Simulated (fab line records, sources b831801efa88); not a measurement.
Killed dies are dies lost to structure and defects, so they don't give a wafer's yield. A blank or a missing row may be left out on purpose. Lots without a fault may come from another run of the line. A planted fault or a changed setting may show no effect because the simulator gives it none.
fab line records | flow gf180mcu
record lots=14 wafers=42 last_day=34
route steps=602 shown NWELL@49 HV_LDD@197 M1@317
lots that met no fault: from a run of the same line without faults
start_h: hours from the record's first day to the start of the lot's first wafer shown | wait_h: hours since the lot's step before | " the same as in the row above | L1.1+2: a row that stands for several wafers | - no value, or no start given | * or withheld: withheld | < > ~ a bound
route shown NAME@n: a module of which the file shows steps, and the number in the route of the first | usual: mean/standard deviation of fault-free wafers | same: alike in all rows | chamber/n: place in a boat | sites: the reading at each site | _std_site: their standard deviation | _edge_site: outer sites' mean less inner sites' | radius_mm: how far each site lies from the wafer's centre | mask NAME#n: copy n | behind: the tool/chamber that last shaped the wafer | hold: why the lot was held/for how many hours/how that ended | device: the transistor (n, p or np) that didn't switch | end of line: the same wafers' tests at the end of the route | a step without rows: its recipe alone | killed: dies lost to structure and defects at the first sort, not the wafer's yield | map: a wafer's dies, x killed, . not, _ none there
set.NAME: the setting as run; set.NAME@STEP: as run at that earlier step | model.NAME: the simulator's own value behind a step, which no gauge read
steps of the route over a sample of lots; a table a step, a row a wafer
services: from which hour (start_h, from the record's first day; less than 0 if before it) a tool's chamber was out of use, for how many hours, and why
## steps
# step GF_NWELL_OVL_MEAS_07
# usual NWELL_OVL=0.5/1.4
# columns lot.wafer tool chamber start_h wait_h NWELL_OVL[nm]
L550.3 overlay-01 - 60.54 - 0.7
L550.5 " - " " 1.7
L550.6 " - " " 2.6
L552.1 overlay-01 - 66.41 - -2.0
L552.2 " - " " -2.2
L552.4 " - " " 0.2
L555.1 overlay-01 - 86.86 - 0.1
L555.2 " - " " -0.1
L555.3 " - " " -0.1
L556.1 overlay-01 - 90.81 - -1.1
L556.4 " - " " 0.4
L556.5 " - " " -0.2
L557.1 overlay-01 - 98.17 - 1.3
L557.3 " - " " 3.0
L557.4 " - " " 2.4
L558.2 overlay-01 - 105.03 - 1.2
L558.5 " - " " 0.2
L558.6 " - " " 0.7
L560.1 overlay-02 - 114.95 - -0.7
L560.2 " - " " -1.9
L560.6 " - " " -0.5
L561.1 overlay-02 - 118.81 - 3.1
L561.2 " - " " 2.9
L561.5 " - " " 1.7
L564.1 overlay-01 - 137.36 - 2.0
L564.4 " - " " 2.5
L564.6 " - " " 0.7
L565.1 overlay-02 - 138.25 - 0.4
L565.5 " - " " 2.5
L565.6 " - " " 1.4
L566.1 overlay-01 - 144.37 - 3.1
L566.3 " - " " 2.8
L566.5 " - " " 2.6
L567.3 overlay-02 - 151.52 - -2.1
L567.4 " - " " -1.5
L567.6 " - " " -0.5
L568.2 overlay-02 - 155.26 - 0.8
L568.4 " - " " 0.2
L568.6 " - " " -0.3
L573.2 overlay-02 - 179.07 - 1.2
L573.4 " - " " 1.5
L573.5 " - " " 0.4
# step GF_HV_LDD_IMPLANT_21
# recipe species=BF2 energy_kev=25 dose_cm2=5e+13 tilt_deg=7
# usual beam_on_s=9.99/0.21 end_station_pressure_torr=5.2e-06/2.9e-07 faraday_current_uA=282/5.8
# columns lot.wafer tool chamber start_h wait_h beam_on_s end_station_pressure_torr faraday_current_uA
L550.3 implanter-02 0 242.25 0.1 10.06 5.36e-06 281
L550.5 " 0 " " 9.96 5.12e-06 282
L550.6 " 0 " " 10.13 5.57e-06 278
L552.1 implanter-02 0 250.56 0.0 9.88 5.32e-06 286
L552.2 " 0 " " 10.09 4.85e-06 280
L552.4 " 0 " " 9.96 5.24e-06 283
L555.1 implanter-04 0 278.61 0.0 9.98 5.2e-06 282
L555.2 " 0 " " 9.85 4.66e-06 286
L555.3 " 0 " " 9.94 5.55e-06 285
L556.1 implanter-01 0 287.97 0.0 9.99 5.69e-06 283
L556.4 " 0 " " 9.76 5.12e-06 288
L556.5 " 0 " " 9.91 5e-06 283
L557.1 implanter-01 0 300.36 0.0 9.92 5.41e-06 283
L557.3 " 0 " " 10.41 4.89e-06 272
L557.4 " 0 " " 9.77 4.82e-06 288
L558.2 implanter-04 0 308.38 0.0 10.01 5.48e-06 281
L558.5 " 0 " " 10.07 4.89e-06 281
L558.6 " 0 " " 9.90 5.32e-06 285
L560.1 implanter-04 0 319.71 0.0 9.86 4.65e-06 285
L560.2 " 0 " " 10.42 5.45e-06 271
L560.6 " 0 " " 9.85 4.78e-06 287
L561.1 implanter-02 0 328.34 0.0 10.19 5.63e-06 276
L561.2 " 0 " " 9.89 5.36e-06 285
L561.5 " 0 " " 10.17 5e-06 277
L565.1 implanter-04 0 350.57 0.0 9.43 5.53e-06 297
L565.5 " 0 " " 9.96 4.97e-06 282
L565.6 " 0 " " 9.86 5.26e-06 286
L564.1 implanter-04 0 352.39 0.0 9.98 5.42e-06 284
L564.4 " 0 " " 9.77 5.12e-06 289
L564.6 " 0 " " 9.93 5.19e-06 283
L566.1 implanter-04 0 357.57 0.0 11.04 4.113e-05 253
L566.3 " 0 " " 10.77 4.001e-05 260
L566.5 " 0 " " 10.55 4.174e-05 266
L567.3 implanter-04 0 365.14 0.1 10.45 3.689e-05 268
L567.4 " 0 " " 10.63 4.038e-05 264
L567.6 " 0 " " 10.53 4.021e-05 266
L568.2 implanter-04 0 368.53 0.0 11.14 3.949e-05 251
L568.4 " 0 " " 10.53 3.678e-05 267
L568.6 " 0 " " 10.49 3.811e-05 266
L573.2 implanter-01 0 404.97 0.0 9.74 5.24e-06 290
L573.4 " 0 " " 9.93 5.12e-06 284
L573.5 " 0 " " 10.10 5.44e-06 279
# step GF_HV_LDD_TW_MEAS_23
# usual HV_LDD_2_TW=1059/6.6
# columns lot.wafer tool chamber start_h wait_h HV_LDD_2_TW
L550.3 film_metro-02 - 242.47 0.1 1055
L550.5 " - " " 1051
L550.6 " - " " 1050
L552.1 film_metro-04 - 250.81 0.1 1065
L552.2 " - " " 1063
L552.4 " - " " 1062
L555.1 film_metro-03 - 278.86 0.1 1063
L555.2 " - " " 1058
L555.3 " - " " 1063
L556.1 film_metro-02 - 288.22 0.1 1063
L556.4 " - " " 1067
L556.5 " - " " 1061
L557.1 film_metro-02 - 300.61 0.1 1066
L557.3 " - " " 1062
L557.4 " - " " 1058
L558.2 film_metro-03 - 308.63 0.1 1046
L558.5 " - " " 1048
L558.6 " - " " 1057
L560.1 film_metro-03 - 319.96 0.1 1053
L560.2 " - " " 1050
L560.6 " - " " 1044
L561.1 film_metro-04 - 328.59 0.1 1066
L561.2 " - " " 1070
L561.5 " - " " 1067
L565.1 film_metro-03 - 350.82 0.1 1057
L565.5 " - " " 1050
L565.6 " - " " 1056
L564.1 film_metro-02 - 352.64 0.1 1064
L564.4 " - " " 1063
L564.6 " - " " 1068
L566.1 film_metro-04 - 357.82 0.1 1090
L566.3 " - " " 1089
L566.5 " - " " 1083
L567.3 film_metro-04 - 365.36 0.1 1089
L567.4 " - " " 1090
L567.6 " - " " 1083
L568.2 film_metro-04 - 368.77 0.1 1085
L568.4 " - " " 1091
L568.6 " - " " 1084
L573.2 film_metro-03 - 405.20 0.1 1054
L573.4 " - " " 1055
L573.5 " - " " 1062
# step GF_M1_SPUTTER_02
# recipe material=AlCu target_thk_nm=450 power_w=10600 time_s=23.9 chamber_pressure_pa=0.4
# usual throttle_valve_pct=29.9/1.3
# columns lot.wafer tool chamber start_h wait_h throttle_valve_pct
L550.3 pvd_sputter-04 - 371.24 0.0 30.1
L550.5 " - " " 30.1
L550.6 " - " " 29.1
L552.1 pvd_sputter-04 - 384.17 0.0 30.6
L552.2 " - " " 29.0
L552.4 " - " " 30.7
L555.1 pvd_sputter-04 - 414.98 0.0 30.7
L555.2 " - " " 28.9
L555.3 " - " " 30.4
L556.1 pvd_sputter-03 - 424.96 0.0 32.4
L556.4 " - " " 30.4
L556.5 " - " " 30.5
L557.1 pvd_sputter-03 - 440.50 0.0 28.1
L557.3 " - " " 30.6
L557.4 " - " " 30.2
L558.2 pvd_sputter-03 - 448.61 0.0 28.4
L558.5 " - " " 30.5
L558.6 " - " " 30.1
L560.1 pvd_sputter-03 - 462.47 0.0 30.4
L560.2 " - " " 30.3
L560.6 " - " " 30.2
L561.1 pvd_sputter-03 - 472.20 0.0 30.5
L561.2 " - " " 32.6
L561.5 " - " " 32.6
L565.1 pvd_sputter-04 - 496.78 0.0 30.3
L565.5 " - " " 30.3
L565.6 " - " " 29.0
L564.1 pvd_sputter-03 - 499.08 0.0 30.3
L564.4 " - " " 28.2
L564.6 " - " " 28.1
L566.1 pvd_sputter-03 - 505.18 0.0 30.9
L566.3 " - " " 28.0
L566.5 " - " " 30.0
L567.3 pvd_sputter-03 - 513.18 0.0 32.6
L567.4 " - " " 30.7
L567.6 " - " " 29.8
L568.2 pvd_sputter-04 - 516.93 0.0 28.9
L568.4 " - " " 28.7
L568.6 " - " " 30.8
L573.2 pvd_sputter-03 - 556.27 0.0 27.9
L573.4 " - " " 29.8
L573.5 " - " " 28.3
# step GF_M1_THK_MEAS_06
# recipe thk_meas_gauge=xrf reads=AlCu_of_M1_SPUTTER_02
# usual M1_ALCU_THK=445/6.7
# columns lot.wafer tool chamber start_h wait_h M1_ALCU_THK[nm]
L550.3 film_metro-04 - 371.47 0.1 449
L550.5 " - " " 448
L550.6 " - " " 459
L552.1 film_metro-01 - 384.38 0.1 449
L552.2 " - " " 453
L552.4 " - " " 451
L555.1 film_metro-04 - 415.19 0.1 448
L555.2 " - " " 452
L555.3 " - " " 446
L556.1 film_metro-01 - 425.17 0.1 436
L556.4 " - " " 440
L556.5 " - " " 440
L557.1 film_metro-01 - 440.71 0.1 440
L557.3 " - " " 439
L557.4 " - " " 444
L558.2 film_metro-04 - 448.83 0.1 445
L558.5 " - " " 444
L558.6 " - " " 452
L560.1 film_metro-04 - 462.68 0.1 445
L560.2 " - " " 446
L560.6 " - " " 442
L561.1 film_metro-04 - 472.41 0.1 450
L561.2 " - " " 449
L561.5 " - " " 450
L565.1 film_metro-02 - 496.99 0.1 440
L565.5 " - " " 442
L565.6 " - " " 449
L564.1 film_metro-02 - 499.29 0.1 431
L564.4 " - " " 433
L564.6 " - " " 433
L566.1 film_metro-01 - 505.39 0.1 444
L566.3 " - " " 444
L566.5 " - " " 451
L567.3 film_metro-01 - 513.41 0.1 435
L567.4 " - " " 436
L567.6 " - " " 445
L568.2 film_metro-02 - 517.15 0.1 452
L568.4 " - " " 448
L568.6 " - " " 450
L573.2 film_metro-02 - 556.49 0.1 429
L573.4 " - " " 441
L573.5 " - " " 428
## services
# columns tool chamber start_h hours kind
pvd_sputter-03 1 277.52 - consumable_replace:kit
pvd_sputter-03 1 277.52 18.0 scheduled_down
pvd_sputter-03 1 277.52 18.0 vent_cycle
pvd_sputter-03 - 279.59 9.1 repair
implanter-02 - 290.17 5.8 repair
implanter-02 - 317.04 1.1 repair
implanter-02 - 341.10 10.0 repair
implanter-04 - 408.00 2.3 repair
pvd_sputter-04 - 443.54 0.5 repair
pvd_sputter-04 1 455.98 - consumable_replace:kit
pvd_sputter-04 1 455.98 18.0 scheduled_down
pvd_sputter-04 1 455.98 18.0 vent_cycle
implanter-04 - 465.24 3.4 pm
pvd_sputter-03 0 472.29 - consumable_replace:kit
pvd_sputter-03 0 472.29 18.0 scheduled_down
pvd_sputter-03 0 472.29 18.0 vent_cycle
pvd_sputter-04 - 494.03 1.6 repair
implanter-01 - 530.76 5.5 repair
implanter-02 - 535.73 4.2 pm
## key
first_sign step=GF_HV_LDD_IMPLANT_21 reading=end_station_pressure_torr direction=up sigmas=99+ usual=5.2e-06 struck=3.941e-05
effect step=GF_HV_LDD_IMPLANT_21 reading=faraday_current_uA direction=down sigmas=3.5 usual=282 struck=262
effect step=GF_HV_LDD_TW_MEAS_23 reading=HV_LDD_2_TW direction=up sigmas=4.3 usual=1059 struck=1087
met_at GF_HV_LDD_IMPLANT_21
struck_lots L566,L567,L568
tester_left_out L566,L567,L568
not_acting_at GF_NWELL_OVL_MEAS_07,GF_M1_SPUTTER_02,GF_M1_THK_MEAS_06
onset_between 352.39 357.57
fault kind=process_parameter_drift tool=implanter-04 chamber=- onset_h=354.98 steps=GF_HV_LDD_IMPLANT_21 channel=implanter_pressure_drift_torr offset=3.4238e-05 shape=step end_h=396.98
fault kind=process_parameter_drift tool=implanter-04 chamber=- onset_h=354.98 steps=GF_HV_LDD_IMPLANT_21 channel=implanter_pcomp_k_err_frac offset=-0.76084 shape=step end_h=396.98
# tester_left_out: of these lots the tester's yield and bins aren't shown, on N5 and GAA mostly nor the transistor test; their killed dies are dies lost to structure and defects alone, not to doping, threshold or leakage, so they don't give the yield
